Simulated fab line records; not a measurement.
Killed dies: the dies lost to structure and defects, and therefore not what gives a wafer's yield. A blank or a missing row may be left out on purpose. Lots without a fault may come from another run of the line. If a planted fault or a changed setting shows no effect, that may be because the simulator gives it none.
One fault through the eyes of 2 desks || flow sky130 || only its own numbers are on each desk; what lay behind them is given at the end

METROLOGY DESK
What the gauges read for every lot (on any tool): the sampled wafers with a number, averaged. Any lot whose mean is over 4 standard deviations away from the usual mean is out of limits and marked OUT; that distance is given in the brackets.
Columns: A = VIA4_BOW at SKY_VIA4_BOW_MEAS_03, usual 80 um
{"lot": "L635", "first seen here": "day 41 19:58", "A": 76}
{"lot": "L636", "first seen here": "day 41 23:49", "A": 69}
{"lot": "L637", "first seen here": "day 42 09:50", "A": 73}
{"lot": "L639", "first seen here": "day 43 01:49", "A": 81}
{"lot": "L640", "first seen here": "day 43 15:04", "A": 93}
{"lot": "L641", "first seen here": "day 43 16:04", "A": 77}
{"lot": "L642", "first seen here": "day 44 02:52", "A": 73}
{"lot": "L643", "first seen here": "day 44 07:03", "A": 74}
{"lot": "L652", "first seen here": "day 46 14:50", "A": 85}
{"lot": "L653", "first seen here": "day 46 15:37", "A": 91}
{"lot": "L654", "first seen here": "day 47 00:43", "A": 79}
{"lot": "L655", "first seen here": "day 47 03:14", "A": 80}
{"lot": "L656", "first seen here": "day 47 10:29", "A": 82}
Finding of this desk: none of the 13 lots has anything out of limits.

TOOL OWNER'S DESK, rie_metal-04
The tool's own readings at SKY_METAL5_METAL_ETCH_15 (etches the open film in Cl2/BCl3, stops on SiO2, target depth 1260 nm, time 252 s): means of the sampled wafers that have a number, for each lot that ran on this tool. Any lot whose mean is over 4 standard deviations away from the usual mean is out of limits and marked OUT; that distance is given in the brackets.
Columns: A = drypump_motor_current_A at SKY_METAL5_METAL_ETCH_15, usual 5.6 A; B = oes_product_au at SKY_METAL5_METAL_ETCH_15, usual 0.894 a.u.; C = throttle_valve_pct at SKY_METAL5_METAL_ETCH_15, usual 22.265 %
{"lot": "L635", "first seen here": "day 43 19:02", "A": 5.8, "B": 0.894, "C": 22.257}
{"lot": "L637", "first seen here": "day 44 07:58", "A": 5.8, "B": 0.896, "C": 22.269}
{"lot": "L643", "first seen here": "day 46 03:14", "A": 5.8, "B": 0.891, "C": 22.263}
{"lot": "L652", "first seen here": "day 48 07:20", "A": 5.8, "B": 0.892, "C": 22.263}
{"lot": "L653", "first seen here": "day 48 07:53", "A": 5.8, "B": 0.886, "C": 22.265}
Finding of this desk: none of the 5 lots has anything out of limits.

PUT TOGETHER
From the metrology desk's view, nothing was out of limits.
Nothing out of limits was seen by the tool owner's desk.

WHAT THE SIMULATOR PUT IN
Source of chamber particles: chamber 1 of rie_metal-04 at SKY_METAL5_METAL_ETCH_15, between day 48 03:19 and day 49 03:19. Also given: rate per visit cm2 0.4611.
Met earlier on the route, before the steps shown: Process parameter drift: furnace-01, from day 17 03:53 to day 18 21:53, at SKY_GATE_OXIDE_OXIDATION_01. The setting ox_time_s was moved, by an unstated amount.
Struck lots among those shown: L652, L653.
